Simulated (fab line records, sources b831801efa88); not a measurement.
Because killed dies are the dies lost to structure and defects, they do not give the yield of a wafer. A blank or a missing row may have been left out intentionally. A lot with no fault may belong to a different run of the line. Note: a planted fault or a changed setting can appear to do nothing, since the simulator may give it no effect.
Chamber matching | flow gf180mcu | rie si-01 running GF_POLY_GATE_ETCH_13: 4 sister chambers
The step etches poly-Si in HBr/Cl2, stops on SiO2, target depth 198.5 nm, time 69.6 s. 16 wafers are shown with their chamber, then 8 later ones without.

WAFERS, EACH WITH ITS CHAMBER
wafer  | chamber | chamber pressure mTorr (mTorr) | throttle valve pct (%) | oes product au (a.u.)
L284.1 | 3       | 9.990                          | 33.694                 | 0.993
L284.3 | 2       | 10.008                         | 33.684                 | 0.986
L284.4 | 0       | 9.994                          | 33.690                 | 0.989
L285.3 | 1       | 10.005                         | 33.668                 | 0.982
L285.4 | 0       | 9.990                          | 33.686                 | 0.987
L285.6 | 3       | 9.990                          | 33.682                 | 0.996
L286.2 | 3       | 9.993                          | 33.677                 | 0.995
L286.3 | 2       | 10.000                         | 33.681                 | 0.994
L286.5 | 2       | 10.006                         | 33.701                 | 0.986
L289.2 | 2       | 9.997                          | 33.679                 | 1.000
L289.3 | 3       | 9.984                          | 33.689                 | 0.998
L289.4 | 1       | 10.003                         | 33.667                 | 0.984
L293.2 | 2       | 10.010                         | 33.691                 | 0.985
L293.3 | 1       | 9.996                          | 33.681                 | 0.988
L293.4 | 3       | 9.996                          | 33.692                 | 0.995
L296.1 | 0       | 10.007                         | 33.680                 | 0.999

SIGNATURES (averages over the wafers above)
reading                | chamber 0 | chamber 1 | chamber 2 | chamber 3 | scatter within a chamber
chamber pressure mTorr | 9.99700   | 10.00133  | 10.00420  | 9.99060   | 0.00579
throttle valve pct     | 33.68533  | 33.67200  | 33.68720  | 33.68680  | 0.00762
oes product au         | 0.99167   | 0.98467   | 0.99020   | 0.99540   | 0.00489
Rule: a wafer's distance from a chamber is the root of the sum, over the readings, of the square of ((its reading less the chamber's mean) divided by the reading's scatter). If the next closest chamber is less than 2 further off than the closest, the wafer can't be placed; otherwise it belongs to the closest. How the scatter is found: for the shown wafers, subtract from each reading the mean of its chamber, square and add these, divide the total by (wafers less chambers), then take the root.

WAFERS MISSING THEIR CHAMBER
wafer  | chamber pressure mTorr (mTorr) | throttle valve pct (%) | oes product au (a.u.)
L296.2 | 9.994                          | 33.685                 | 0.999
L296.4 | 9.981                          | 33.683                 | 0.998
L297.2 | 10.011                         | 33.670                 | 0.990
L297.3 | 9.980                          | 33.689                 | 0.990
L297.6 | 9.998                          | 33.688                 | 0.992
L298.4 | 10.008                         | 33.683                 | 0.991
L298.5 | 9.995                          | 33.685                 | 0.994
L298.6 | 10.012                         | 33.686                 | 0.994

WHICH CHAMBER EACH WENT THROUGH
wafer  | from the rows above          | in truth
L296.2 | can't be placed: 3 or 0 or 2 | 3
L296.4 | can't be placed: 3 or 0      | 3
L297.2 | can't be placed: 1 or 2 or 0 | 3
L297.3 | can't be placed: 3 or 0      | 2
L297.6 | can't be placed: 0 or 2 or 3 | 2
L298.4 | can't be placed: 2 or 0 or 1 | 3
L298.5 | can't be placed: 0 or 3 or 2 | 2
L298.6 | can't be placed: 2 or 0 or 1 | 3
Correct placement for 0 of the 8. Cannot be placed on the basis of these rows: 8; the candidates contain the true chamber in 4. Wrongly placed: 0.
